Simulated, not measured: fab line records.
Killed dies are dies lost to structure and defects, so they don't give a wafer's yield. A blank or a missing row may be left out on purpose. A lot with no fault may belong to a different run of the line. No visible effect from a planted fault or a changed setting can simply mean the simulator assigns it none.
Struck lot and sound lot, side by side / flow sky130 / 15 out of 708 route steps
Sound: these wafers, L689.1, L689.2, L689.6. Wafers L685.2, L685.4, L685.5 were the ones struck. The cause is given at the end.
Each step with rows lists, per side, the tool, then ch with its chambers, then its first start. Under that, the readings that differ: sound wafers / struck wafers / difference of the means / sigmas: that difference in standard deviations of wafers without a fault.
alike: same words and numbers on both sides, and readings whose means sit less than 2 such deviations apart. not compared: any withheld reading, any reading some wafer has no value for, any bound like >300 that may hide the same value, and any number with overlapping values for which the record gives no deviation.
Wherever a step has rows on one side only, a row that says differs or no value, or a row with sigmas, the two part there. When numbers do not overlap yet have no deviation, they are printed without sigmas and do not part them. Lack of a reading on every wafer of one side parts them only where that side has two or more wafers.

first, 7 steps without rows for these wafers: SKY_SONOS_ONO_DEHYDRATE_06 (time 60 s); SKY_SONOS_ONO_HMDS_07 (prime time 60 s); SKY_SONOS_ONO_COAT_08 (resist thk 1140 nm); SKY_SONOS_ONO_SOFTBAKE_09 (time 60 s); SKY_SONOS_ONO_EXPOSE_10 (exposes mask ONOM, target cd 410 nm); SKY_SONOS_ONO_PEB_11; SKY_SONOS_ONO_DEVELOP_12 (develop time 60 s).
SKY_SONOS_ONO_CD_MEAS_13: target cd 410 nm.
  struck on cd sem-01, day 16 12:20; sound on cd sem-02, day 17 06:08
  alike: cd nm
SKY_SONOS_ONO_OVL_MEAS_14:
  struck on overlay-02, day 16 12:27; sound on overlay-01, day 17 06:16
  alike: SONOS_ONO_OVL
SKY_SONOS_ONO_ETCH_15: etches the open film in CHF3/O2, target depth 19.52 nm, time 7.8 s.
  sound on rie diel-02 ch 1,2,3, day 17 06:18; struck on rie diel-02 ch 0,1,2, day 16 12:29
  alike: O2_flow_sccm, bias w, drypump motor current A, oes product au, throttle valve pct
  not compared: rf hours counter h
then, 1 step without rows for these wafers: SKY_SONOS_ONO_WET_ETCH_16 (etches SiO2 in dHF, target depth 14 nm, time 280 s).
SKY_SONOS_ONO_STRIP_17: strips in O2/N2.
  sound on plasma asher-04 ch 0,1, day 17 06:24; struck on plasma asher-04 ch 0,1, day 16 12:36
reading=strip time to endpoint s (s); sound=14.08 14.02 14.00; struck=14.14 14.14 14.11; difference=+0.10; sigmas=+2
  alike: drypump motor current A, oes product au
  not compared: rf hours counter h
SKY_SONOS_ONO_WET_ETCH_18: etches Si3N4 in H3PO4, target depth 15 nm, time 172 s.
  sound on wet bench-01 ch 3, day 17 06:32; struck on wet bench-01 ch 1, day 16 12:42
  no value came back on the struck wafers for bath guard temp C (C), bath heat duty pct (%); on the sound wafers bath guard temp C (C) reads 159.5 159.8 160.0
then, 1 step without rows for these wafers: SKY_GATE_OXIDE_CLEAN_00 (cleans in SC1/SC2, time 150 s).
-- record jumps: 32 days separate the struck wafers' starts on either side; left off in module GATE_OXIDE, taken up again in module PAD_OPEN, whose first shown step is the route's number 708 --
SKY_PAD_OPEN_PROBE_99:
  struck on prober-02, day 48 14:22; sound on prober-02, day 48 23:34
reading=killed at contacts; sound=16 7 17; struck=27 29 32; difference=+16; sigmas=+3
  alike: killed_at_M0_to_M3, killed_at_M4_up, killed at front end, killed at other, killed dies, killed on rim, killed open, killed short

WHERE THEY PART
Last at SKY_PAD_OPEN_PROBE_99 as far as this record goes, first at SKY_SONOS_ONO_STRIP_17.

WHY: the cause the simulator had injected
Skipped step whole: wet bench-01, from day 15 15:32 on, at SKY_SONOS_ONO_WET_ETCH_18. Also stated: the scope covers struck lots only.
